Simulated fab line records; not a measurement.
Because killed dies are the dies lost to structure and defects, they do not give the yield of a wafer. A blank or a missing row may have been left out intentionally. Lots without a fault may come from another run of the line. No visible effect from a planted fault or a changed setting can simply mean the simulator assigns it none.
Which tool was responsible?	flow sky130	Sampling: 12 lots, 36 wafers, 5 of 708 route steps

WHAT EACH GAUGE READ, for each wafer
The record holds no reading of a measuring or inspecting step that can be judged against a usual standard deviation.

TOOL THAT RAN EACH LOT (tool first, then ch and the chambers of the sampled wafers, then the start)
lot	SKY_VIA1_CVD_21	SKY_VIA4_ETCH_12	SKY_METAL5_SPUTTER_04	SKY_METAL5_METAL_ETCH_15	SKY_PAD_OPEN_PROBE_99
L965	cvdW-01 ch 1, day 34 18:25	rieDiel-03 ch 0,1, day 43 09:32	pvdSputter-03, day 43 11:22	rieMetal-03 ch 0,1, day 44 08:49	prober-02, day 46 07:34
L967	cvdW-01 ch 0,1, day 35 14:05	rieDiel-03 ch 0,1, day 44 04:43	pvdSputter-01, day 44 06:12	rieMetal-04 ch 0,1, day 45 04:22	prober-01, day 47 02:43
L968	cvdW-01 ch 0,1, day 35 14:22	rieDiel-04 ch 1,2,3, day 44 05:25	pvdSputter-01, day 44 06:55	rieMetal-01 ch 0,1, day 45 04:40	prober-02, day 47 02:55
L970	cvdW-01 ch 0, day 35 19:39	rieDiel-03 ch 0,2, day 44 06:25	pvdSputter-01, day 44 07:54	rieMetal-04 ch 0,1, day 45 05:17	prober-01, day 47 04:16
L969	cvdW-01 ch 0,1, day 36 03:41	rieDiel-04 ch 0,2, day 44 16:07	pvdSputter-01, day 44 17:35	rieMetal-04 ch 0,1, day 45 15:22	prober-02, day 47 12:50
L975	cvdW-01 ch 0,1, day 38 03:04	rieDiel-04 ch 1,2,3, day 46 05:40	pvdSputter-04, day 46 07:25	rieMetal-03 ch 0,1, day 47 03:59	prober-01, day 48 23:22
L973	cvdW-01 ch 0,1, day 38 06:01	rieDiel-02 ch 0,3, day 46 07:43	pvdSputter-04, day 46 09:14	rieMetal-03 ch 0,1, day 47 05:52	prober-02, day 49 00:52
L972	cvdW-01 ch 0, day 38 08:25	rieDiel-02 ch 1,2,3, day 46 14:07	pvdSputter-03, day 46 15:38	rieMetal-03 ch 0,1, day 47 12:08	prober-01, day 49 06:49
L978	cvdW-01 ch 0,1, day 38 11:29	rieDiel-04 ch 0,1,2, day 46 15:44	pvdSputter-03, day 46 17:14	rieMetal-03 ch 0,1, day 47 13:17	prober-01, day 49 08:38
L977	cvdW-01 ch 0,1, day 38 14:17	rieDiel-04 ch 1,2, day 46 17:11	pvdSputter-01, day 46 18:40	rieMetal-04 ch 0,1, day 47 14:50	prober-02, day 49 10:11
L974	cvdW-02 ch 0, day 38 15:44	rieDiel-02 ch 1,2, day 46 19:01	pvdSputter-04, day 46 20:49	rieMetal-03 ch 1, day 47 17:04	prober-02, day 49 12:30
L987	cvdW-02 ch 0,1, day 40 16:46	rieDiel-03 ch 0,1,3, day 48 09:46	pvdSputter-04, day 48 11:20	rieMetal-01 ch 0,1, day 49 07:04	prober-02, day 50 18:31
- SKY_VIA1_CVD_21: deposits W, target thk 270 nm, time 80.902 s.
- SKY_VIA4_ETCH_12: etches SiO2 in C4F8/O2/Ar, stops on TiN, target depth 580 nm.
- SKY_METAL5_SPUTTER_04: material TiN, target thk 70 nm, time 58.3 s.
- SKY_METAL5_METAL_ETCH_15: etches the open film in Cl2/BCl3, stops on SiO2, target depth 1260 nm, time 252 s.
- SKY_PAD_OPEN_PROBE_99

AS READ BY THE TOOLS THEMSELVES (means over the sampled wafers that have a number; for cases with no such wafer, the mark the record gives instead)
SKY_VIA1_CVD_21.
lot	tool	heaterPowerW (W)
L965	cvdW-01	977
L967	cvdW-01	838
L968	cvdW-01	850
L970	cvdW-01	786
L969	cvdW-01	836
L975	cvdW-01	900
L973	cvdW-01	853
L972	cvdW-01	786
L978	cvdW-01	894
L977	cvdW-01	901
L974	cvdW-02	893
L987	cvdW-02	889

SKY_VIA4_ETCH_12.
lot	tool	oesProductAu (a.u.)
L965	rieDiel-03	0.925
L967	rieDiel-03	0.923
L968	rieDiel-04	0.929
L970	rieDiel-03	0.928
L969	rieDiel-04	0.925
L975	rieDiel-04	0.925
L973	rieDiel-02	0.926
L972	rieDiel-02	0.925
L978	rieDiel-04	0.923
L977	rieDiel-04	0.923
L974	rieDiel-02	0.925
L987	rieDiel-03	0.927

SKY_METAL5_SPUTTER_04.
lot	tool	throttleValvePct (%)
L965	pvdSputter-03	30.6
L967	pvdSputter-01	29.0
L968	pvdSputter-01	29.2
L970	pvdSputter-01	28.6
L969	pvdSputter-01	29.9
L975	pvdSputter-04	30.7
L973	pvdSputter-04	30.6
L972	pvdSputter-03	31.0
L978	pvdSputter-03	30.7
L977	pvdSputter-01	28.6
L974	pvdSputter-04	29.3
L987	pvdSputter-04	29.5

SKY_METAL5_METAL_ETCH_15.
lot	tool	drypumpMotorCurrentA (A)	oesProductAu (a.u.)	throttleValvePct (%)
L965	rieMetal-03	5.5	0.895	22.266
L967	rieMetal-04	6.4	0.897	22.256
L968	rieMetal-01	5.9	0.892	22.263
L970	rieMetal-04	6.4	0.895	22.262
L969	rieMetal-04	6.4	0.894	22.270
L975	rieMetal-03	5.5	0.890	22.260
L973	rieMetal-03	5.9	0.893	22.270
L972	rieMetal-03	5.8	0.897	22.271
L978	rieMetal-03	5.8	0.897	22.267
L977	rieMetal-04	6.4	0.892	22.269
L974	rieMetal-03	5.1	0.893	22.262
L987	rieMetal-01	6.1	0.896	22.267

SKY_PAD_OPEN_PROBE_99.
lot	tool	defectLimitedYield (%)	killed_at_M0_to_M3	killed_at_M4_up	killedAtContacts	killedAtFrontEnd	killedAtOther	killedDies	killedOpen	killedShort	sort_bin_3_pad_short (%)	sort_bin_5_function (%)	sort_bin_6_memory (%)	sortNPass	sortYieldPct (%)
L965	prober-02	83.4	41	1.7	28	11	0.0	82	46	36	0.5	10.2	5.9	410	83.4
L967	prober-01	82.4	48	3.7	23	12	0.0	86	49	38	0.8	10.2	6.6	406	82.4
L968	prober-02	82.0	48	4.7	23	14	0.0	89	49	40	0.9	11.5	5.6	403	82.0
L970	prober-01	83.1	47	1.7	26	8	0.3	83	48	35	0.8	9.8	6.2	409	83.1
L969	prober-02	80.6	48	2.7	25	20	0.3	96	53	42	1.5	11.9	6.0	396	80.6
L975	prober-01	83.6	43	3.0	22	13	0.0	81	41	40	0.9	9.1	6.4	411	83.6
L973	prober-02	84.3	32	2.7	29	14	0.0	77	40	38	0.7	9.0	6.0	415	84.3
L972	prober-01	81.8	42	2.3	30	15	0.3	90	46	43	0.8	10.4	7.0	402	81.8
L978	prober-01	83.9	45	2.0	21	11	0.3	79	33	31	0.9	10.5	4.7	413	83.9
L977	prober-02	79.9	57	3.3	21	17	0.3	99	44	37	1.7	12.2	6.2	393	79.9
L974	prober-02	82.1	43	3.0	23	19	0.3	88	43	46	1.1	10.0	6.8	404	82.1
L987	prober-02	83.7	36	2.3	24	18	0.0	80	41	39	0.6	9.8	5.8	412	83.7

THE ANSWER, worked out from the rows above alone
Rule: usual is defined by the lots themselves. The widest of any qualifying gaps counts: lots, ordered by their means at a reading, are off when they make up no more than a third of the lots, leave a main group of 4 or more, and stand apart from it by 3 or more times the standard deviation of that group's means. The tables above print the reading to a certain number of digits; a main group whose means all agree to those digits is not used. A lot without any number at a reading at which 4 lots or more have one is off too. All remaining lots with rows at the step are treated as sound. The gauges are gone through in route order, then the tools' own readings, and for those a lot's mean is taken as printed above. At the first step where some lot is off, the reading lying furthest off is the one used; lots without a number count as furthest.
No lot is off on any of the readings shown, so nothing can be concluded from this.

WHAT THE SIMULATOR HAD PUT IN
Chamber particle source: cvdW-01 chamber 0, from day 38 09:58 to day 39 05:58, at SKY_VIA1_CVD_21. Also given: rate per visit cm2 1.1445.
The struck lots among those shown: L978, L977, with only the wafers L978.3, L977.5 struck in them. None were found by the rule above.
